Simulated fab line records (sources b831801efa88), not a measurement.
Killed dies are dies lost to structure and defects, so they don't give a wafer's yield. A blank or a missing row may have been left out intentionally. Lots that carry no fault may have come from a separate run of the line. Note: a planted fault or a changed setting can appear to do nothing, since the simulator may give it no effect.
Check for tools in common + flow sky130 + Sampled: 14 lots, 42 wafers

THE REASON FOR OPENING IT
At SKY_LDD_P_CD_MEAS_07 the reading cd nm is flagged on 2 of 14 lots. No-fault wafers: 380.4 nm, standard deviation 2.6.
Rule: a lot gets a flag if all its wafers with a number sit over 4 standard deviations from that mean, or if no wafer of it has a number. The other lots count as sound.

| lot  | measured     | on        | cd nm (nm), wafer by wafer | flag    |
|------|--------------|-----------|----------------------------|---------|
| L199 | day 19 02:08 | cd sem-01 | 379.3 376.5 378.6          |         |
| L200 | day 19 07:44 | cd sem-01 | 381.0 381.4 383.8          |         |
| L201 | day 20 02:22 | cd sem-02 | 383.1 383.0 382.6          |         |
| L202 | day 21 01:14 | cd sem-01 | 377.2 377.6 378.6          |         |
| L203 | day 21 06:35 | cd sem-02 | 382.5 381.2 380.2          |         |
| L205 | day 21 17:25 | cd sem-02 | 378.0 379.4 380.5          |         |
| L207 | day 22 04:55 | cd sem-01 | 379.4 379.9 380.4          |         |
| L210 | day 23 08:53 | cd sem-02 | 375.8 378.5 378.6          |         |
| L213 | day 24 07:59 | cd sem-02 | 381.8 380.2 380.6          |         |
| L214 | day 24 11:41 | cd sem-01 | 419.6 417.5 417.6          | FLAGGED |
| L215 | day 24 21:10 | cd sem-01 | 416.0 416.6 413.4          | FLAGGED |
| L216 | day 25 06:20 | cd sem-01 | 378.0 379.3 378.1          |         |
| L220 | day 26 09:53 | cd sem-01 | 377.5 377.9 375.5          |         |
| L221 | day 27 09:52 | cd sem-01 | 380.2 381.0 380.9          |         |
Average over the flagged lots: 416.8 nm; offset from the usual +36.4 nm, equal to +14 standard deviations.

EACH LOT AND THE TOOL IT RAN ON
The record keeps 1 process step preceding the reading, out of 708 steps on the route. Cell contents, in order: the tool; ch with the chambers the sampled wafers went through; the start.
| lot  | flag    | SKY_LDD_P_DEVELOP_06              |
|------|---------|-----------------------------------|
| L199 |         | litho track-04 ch 0, day 19 01:59 |
| L200 |         | litho track-02 ch 0, day 19 07:35 |
| L201 |         | litho track-02 ch 0, day 20 02:13 |
| L202 |         | litho track-02 ch 0, day 21 01:05 |
| L203 |         | litho track-04 ch 0, day 21 06:26 |
| L205 |         | litho track-02 ch 0, day 21 17:16 |
| L207 |         | litho track-04 ch 0, day 22 04:46 |
| L210 |         | litho track-02 ch 0, day 23 08:44 |
| L213 |         | litho track-02 ch 0, day 24 07:50 |
| L214 | FLAGGED | litho track-02 ch 0, day 24 11:32 |
| L215 | FLAGGED | litho track-02 ch 0, day 24 21:01 |
| L216 |         | litho track-04 ch 0, day 25 06:11 |
| L220 |         | litho track-04 ch 0, day 26 09:44 |
| L221 |         | litho track-01 ch 0, day 27 09:43 |
What these steps do:
- SKY_LDD_P_DEVELOP_06: develop time 60 s.
- SKY_LDD_P_CD_MEAS_07: target cd 380 nm.

FLAGGED AGAINST TOTAL, ONE TOOL AT A TIME (gauges that did the reading follow at the end)
| step                 | tool           | lots run | flagged | share of the flagged lots | sound lots run after its first flagged lot |
|----------------------|----------------|----------|---------|---------------------------|--------------------------------------------|
| SKY_LDD_P_DEVELOP_06 | litho track-01 | 1        | 0       | none                      | -                                          |
| SKY_LDD_P_DEVELOP_06 | litho track-02 | 8        | 2       | all                       | 0                                          |
| SKY_LDD_P_DEVELOP_06 | litho track-04 | 5        | 0       | none                      | -                                          |
| SKY_LDD_P_CD_MEAS_07 | cd sem-01      | 9        | 2       | all                       | 3 (L216,L220,L221)                         |
| SKY_LDD_P_CD_MEAS_07 | cd sem-02      | 5        | 0       | none                      | -                                          |

WHAT IS ALLOWED BY THE TABLE
In 2 table rows, all flagged lots were run: litho track-02 (SKY_LDD_P_DEVELOP_06), cd sem-01 (SKY_LDD_P_CD_MEAS_07).
- litho track-02 at SKY_LDD_P_DEVELOP_06: 2 of its 8 lots flagged. A fault beginning between L213 (day 24 07:50), its last sound lot, and L214 (day 24 11:32), its first flagged one, fits the data.
- cd sem-01 at SKY_LDD_P_CD_MEAS_07: 2 of its 9 lots flagged. Lots that were sound ran on it after the first flagged one (L216, L220, L221); a persistent fault on the entire tool would not allow that.
Just one tool remains: litho track-02 at SKY_LDD_P_DEVELOP_06.

WHAT HAD BEEN PUT IN BY THE SIMULATOR
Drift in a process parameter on litho track-02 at SKY_LDD_P_DEVELOP_06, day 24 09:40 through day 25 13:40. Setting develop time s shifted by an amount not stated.
Shown lots that were struck: L214, L215. Same finding as the rule above.
